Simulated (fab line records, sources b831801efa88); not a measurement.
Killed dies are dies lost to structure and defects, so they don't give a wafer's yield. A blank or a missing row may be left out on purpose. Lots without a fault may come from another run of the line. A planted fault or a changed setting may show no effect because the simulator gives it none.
Which tool did it? | flow gf180mcu | 13 lots, 39 wafers sampled, at 5 steps of a route of 602

WHAT THE GAUGES READ, wafer by wafer
GF_V3_THK_MEAS_25: measures by xrf.
lot  | measured     | on            | V3_W_THK (nm)
L266 | day 22 18:33 | film_metro-04 | 346 348 349
L267 | day 23 00:18 | film_metro-02 | 339 350 343
L274 | day 25 16:25 | film_metro-04 | 356 348 353
L275 | day 25 22:02 | film_metro-04 | 345 341 346
L277 | day 26 15:15 | film_metro-04 | 340 350 342
L278 | day 27 04:28 | film_metro-01 | 348 337 351
L280 | day 27 11:31 | film_metro-02 | 350 347 350
L281 | day 27 23:14 | film_metro-04 | 337 338 338
L282 | day 28 05:32 | film_metro-04 | 346 342 343
L283 | day 28 11:56 | film_metro-02 | 354 348 355
L284 | day 28 17:40 | film_metro-01 | 342 336 340
L285 | day 28 23:29 | film_metro-02 | 340 352 350
L288 | day 29 18:10 | film_metro-02 | 346 337 339

GF_V4_CD_MEAS_14: target cd 260 nm.
lot  | measured     | on        | cd_nm (nm)
L266 | day 24 17:29 | cd_sem-02 | 259.4 259.2 257.6
L267 | day 24 22:59 | cd_sem-02 | 261.2 260.9 262.3
L274 | day 27 11:35 | cd_sem-02 | 259.1 259.0 259.3
L275 | day 27 16:32 | cd_sem-02 | 260.0 259.6 260.2
L277 | day 28 09:10 | cd_sem-02 | 262.2 262.6 262.0
L278 | day 28 21:43 | cd_sem-02 | 259.7 258.7 260.3
L280 | day 29 03:37 | cd_sem-02 | 261.1 260.8 260.8
L281 | day 29 16:37 | cd_sem-02 | 259.7 260.1 260.6
L282 | day 29 21:17 | cd_sem-01 | 263.9 263.1 263.9
L283 | day 30 03:34 | cd_sem-01 | 253.0 252.3 252.9
L284 | day 30 09:32 | cd_sem-01 | 250.5 251.9 251.1
L285 | day 30 15:05 | cd_sem-01 | 256.6 256.4 256.2
L288 | day 31 08:21 | cd_sem-01 | 259.9 260.3 260.4

WHICH TOOL RAN EACH LOT (tool, then ch and the chambers of the sampled wafers, then the start)
lot  | GF_M4_SPUTTER_01             | GF_M4_SPUTTER_03             | GF_V4_SOFTBAKE_10
L266 | pvd_sputter-02, day 22 18:59 | pvd_sputter-02, day 22 19:03 | litho_track-04 ch 0, day 24 07:00
L267 | pvd_sputter-02, day 23 00:46 | pvd_sputter-02, day 23 00:49 | litho_track-04 ch 0, day 24 12:00
L274 | pvd_sputter-02, day 25 16:53 | pvd_sputter-02, day 25 16:56 | litho_track-04 ch 0, day 27 01:00
L275 | pvd_sputter-02, day 25 22:29 | pvd_sputter-02, day 25 22:32 | litho_track-01 ch 0, day 27 06:00
L277 | pvd_sputter-02, day 26 15:42 | pvd_sputter-02, day 26 15:46 | litho_track-01 ch 0, day 27 23:00
L278 | pvd_sputter-02, day 27 04:55 | pvd_sputter-02, day 27 04:59 | litho_track-03 ch 0, day 28 12:00
L280 | pvd_sputter-04, day 27 11:58 | pvd_sputter-04, day 27 12:01 | litho_track-03 ch 0, day 28 18:00
L281 | pvd_sputter-04, day 27 23:41 | pvd_sputter-04, day 27 23:45 | litho_track-01 ch 0, day 29 07:00
L282 | pvd_sputter-03, day 28 05:59 | pvd_sputter-03, day 28 06:02 | litho_track-04 ch 0, day 29 12:00
L283 | pvd_sputter-03, day 28 12:28 | pvd_sputter-03, day 28 12:31 | litho_track-03 ch 0, day 29 17:00
L284 | pvd_sputter-04, day 28 18:18 | pvd_sputter-04, day 28 18:22 | litho_track-03 ch 0, day 30 00:00
L285 | pvd_sputter-04, day 28 23:57 | pvd_sputter-04, day 29 00:01 | litho_track-03 ch 0, day 30 06:00
L288 | pvd_sputter-03, day 29 18:35 | pvd_sputter-03, day 29 18:39 | litho_track-01 ch 0, day 30 23:00
- GF_M4_SPUTTER_01: material TiN, target thk 30 nm, time 25 s.
- GF_M4_SPUTTER_03: material Ti, target thk 10 nm, time 6.7 s.
- GF_V4_SOFTBAKE_10: time 60 s.

WHAT THE TOOLS THEMSELVES READ (means of the sampled wafers that have a number; where no wafer has one, the mark that the record gives instead)
GF_M4_SPUTTER_01.
lot  | tool           | chamber_pressure_pa (Pa) | throttle_valve_pct (%)
L266 | pvd_sputter-02 | 0.3993                   | 30.0
L267 | pvd_sputter-02 | 0.4000                   | 30.2
L274 | pvd_sputter-02 | 0.3993                   | 29.5
L275 | pvd_sputter-02 | 0.3994                   | 29.3
L277 | pvd_sputter-02 | 0.3997                   | 30.0
L278 | pvd_sputter-02 | 0.3993                   | 30.9
L280 | pvd_sputter-04 | 0.3998                   | 29.9
L281 | pvd_sputter-04 | 0.4007                   | 30.2
L282 | pvd_sputter-03 | 0.3998                   | 30.2
L283 | pvd_sputter-03 | 0.4001                   | 31.4
L284 | pvd_sputter-04 | 0.4008                   | 29.5
L285 | pvd_sputter-04 | 0.3993                   | 30.7
L288 | pvd_sputter-03 | 0.4004                   | 30.0

GF_M4_SPUTTER_03.
lot  | tool           | chamber_pressure_pa (Pa) | throttle_valve_pct (%)
L266 | pvd_sputter-02 | 0.2998                   | 29.9
L267 | pvd_sputter-02 | 0.2998                   | 30.1
L274 | pvd_sputter-02 | 0.3001                   | 29.3
L275 | pvd_sputter-02 | 0.3002                   | 29.3
L277 | pvd_sputter-02 | 0.2994                   | 30.0
L278 | pvd_sputter-02 | 0.3001                   | 30.9
L280 | pvd_sputter-04 | 0.3000                   | 29.8
L281 | pvd_sputter-04 | 0.2999                   | 30.4
L282 | pvd_sputter-03 | 0.3000                   | 30.1
L283 | pvd_sputter-03 | 0.2992                   | 31.1
L284 | pvd_sputter-04 | 0.3004                   | 29.5
L285 | pvd_sputter-04 | 0.3004                   | 30.8
L288 | pvd_sputter-03 | 0.3000                   | 30.1

GF_V4_SOFTBAKE_10.
lot  | tool           | heater_power_total_W (W) | plate_temp_C (C)
L266 | litho_track-04 | 93.10                    | 130.00
L267 | litho_track-04 | 93.06                    | 130.22
L274 | litho_track-04 | 93.03                    | 129.99
L275 | litho_track-01 | 93.07                    | 129.94
L277 | litho_track-01 | 93.02                    | 130.10
L278 | litho_track-03 | 93.05                    | 129.81
L280 | litho_track-03 | 93.07                    | 130.04
L281 | litho_track-01 | 92.95                    | 130.07
L282 | litho_track-04 | 93.03                    | 130.04
L283 | litho_track-03 | 89.48                    | 126.38
L284 | litho_track-03 | 89.53                    | 126.34
L285 | litho_track-03 | 89.56                    | 126.24
L288 | litho_track-01 | 93.06                    | 130.00

THE ANSWER, worked out from the rows above alone
Rule: what is usual is taken from the lots themselves. Put in order of their means at a reading, lots are off if they are a third of the lots or fewer, leave a main group of 4 or more, and stand apart from it by a gap of 3 or more times the standard deviation of the main group's means; of several such gaps the widest counts. A main group whose means are all the same, to the digits that the tables above print for the reading, isn't used. A lot without any number at a reading at which 4 lots or more have one is off too. The other lots that the step has rows for count as sound. The gauges are gone through in route order, then the tools' own readings, and for those a lot's mean is taken as printed above. The first step at which some lot is off is used, and at that step the reading that is off furthest; a lot without a number counts as furthest.
Off: L283, L284, L285, at GF_V4_SOFTBAKE_10 (heater_power_total_W). The main group: mean 93.04 W, standard deviation 0.039.
A tool fits if, at that step or a process step before it, it ran every lot that is off, and no sound lot after the first of them. One fits: litho_track-03 at GF_V4_SOFTBAKE_10. Its last sound lot is L280 (day 28 18:00), its first lot that is off L283 (day 29 17:00): a fault that began between those two fits.
The tool's own readings at GF_V4_SOFTBAKE_10 bear it out: on the lots that are off they differ by more than 5 times the standard deviation of the sound lots' means. heater_power_total_W reads 89.52 W there against 93.04 W on the sound lots; plate_temp_C reads 126.32 C there against 130.02 C on the sound lots.

WHAT THE SIMULATOR HAD PUT IN
Process parameter drift: litho_track-03, from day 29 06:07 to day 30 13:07, at GF_V4_SOFTBAKE_10. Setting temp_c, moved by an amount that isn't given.
Lots struck among those shown: L283, L284, L285. The rule above found the same.
